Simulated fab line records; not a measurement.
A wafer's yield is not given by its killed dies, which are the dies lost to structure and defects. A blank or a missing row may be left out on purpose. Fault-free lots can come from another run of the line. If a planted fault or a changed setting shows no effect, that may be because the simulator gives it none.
8D (eight disciplines) problem report, filled in by code + flow gf180mcu + the parts of the form that need people (team, actions taken, sign-off) are left out

## 1. THE ISSUE
At GF_TOP_METAL_SPUTTER_01, cathode dc power W averages 6053.6 W over 6 wafers from 2 lots, while fault-free wafers read 6500.1 W, standard deviation 1.3. So: -99 or more standard deviations from the usual mean.
The step: material TiN, target thk 30 nm, time 25 s.
First seen on wafer L817.1, day 31 13:04, on pvd sputter-01. The record holds 18 wafers of 6 lots with a number at this step. Rule for "out" (also "out of limits"): further than 4 standard deviations from the usual mean. The other wafers with a number count as sound.

## 2. WHAT THIS IS AND IS NOT
| question                    | is                     | is not                                                                         |
|-----------------------------|------------------------|--------------------------------------------------------------------------------|
| which readings at this step | cathode dc power W     | -                                                                              |
| which lots                  | L817, L819             | L808, L821, L824, L826                                                         |
| which wafers of those lots  | all that have a number | -                                                                              |
| read on which tools         | pvd sputter-01         | pvd sputter-02, pvd sputter-03                                                 |
| when                        | from day 31 13:04      | up to then (3 sound wafers); but 9 sound wafers of L821, L824, L826 came after |

## 3. SUSPECTS, AND WHAT RULES EACH OUT
Counting: any tool at a process step up to the reading is kept as a suspect provided that every lot that is out went through it and no sound lot did after the first of them.
- pvd sputter-01 at GF_TOP_METAL_SPUTTER_00 (material Ti, target thk 37.5 nm, time 150 s): kept. Every lot that is out went through it, starting with L817 (day 31 12:58), and after that it ran no sound lot; the last sound lot it ran before then is L808 (day 28 08:14).
- pvd sputter-01 at GF_TOP_METAL_SPUTTER_01 (material TiN, target thk 30 nm, time 25 s): kept. Every lot that is out went through it, starting with L817 (day 31 13:04), and after that it ran no sound lot; the last sound lot it ran before then is L808 (day 28 08:20). Its own cathode dc power W readings are out on those wafers.
Left after counting: pvd sputter-01 at GF_TOP_METAL_SPUTTER_00, pvd sputter-01 at GF_TOP_METAL_SPUTTER_01.

## 4. THE CAUSE (what the simulator had put in)
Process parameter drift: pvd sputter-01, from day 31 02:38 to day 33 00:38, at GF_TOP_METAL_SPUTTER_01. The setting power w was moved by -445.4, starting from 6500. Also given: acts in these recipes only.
This tool is one of the 2 suspects left after counting.

## 5. THE EFFECT CHAIN, in route order
Each row: a reading whose mean over the struck wafers that have a number lies more than 3 standard deviations from the usual. Scope: only readings with a usual standard deviation given in the record; hours: median across lots of the time from each lot's start at the first step in this table that gives one to its start at this step; sigmas: change in usual standard deviations.
| hours | step                    | reading            | usual    | on struck wafers | change | sigmas      |
|-------|-------------------------|--------------------|----------|------------------|--------|-------------|
| 0     | GF_TOP_METAL_SPUTTER_01 | cathode dc power W | 6500.1 W | 6053.6           | -446.5 | -99 or more |
Here are the process steps it includes:
- GF_TOP_METAL_SPUTTER_01: material TiN, target thk 30 nm, time 25 s.

## 6. WHAT WOULD HAVE CAUGHT IT SOONER
First out-of-limits reading in this record: day 31 13:04, which is 10 hours after fault onset at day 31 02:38.
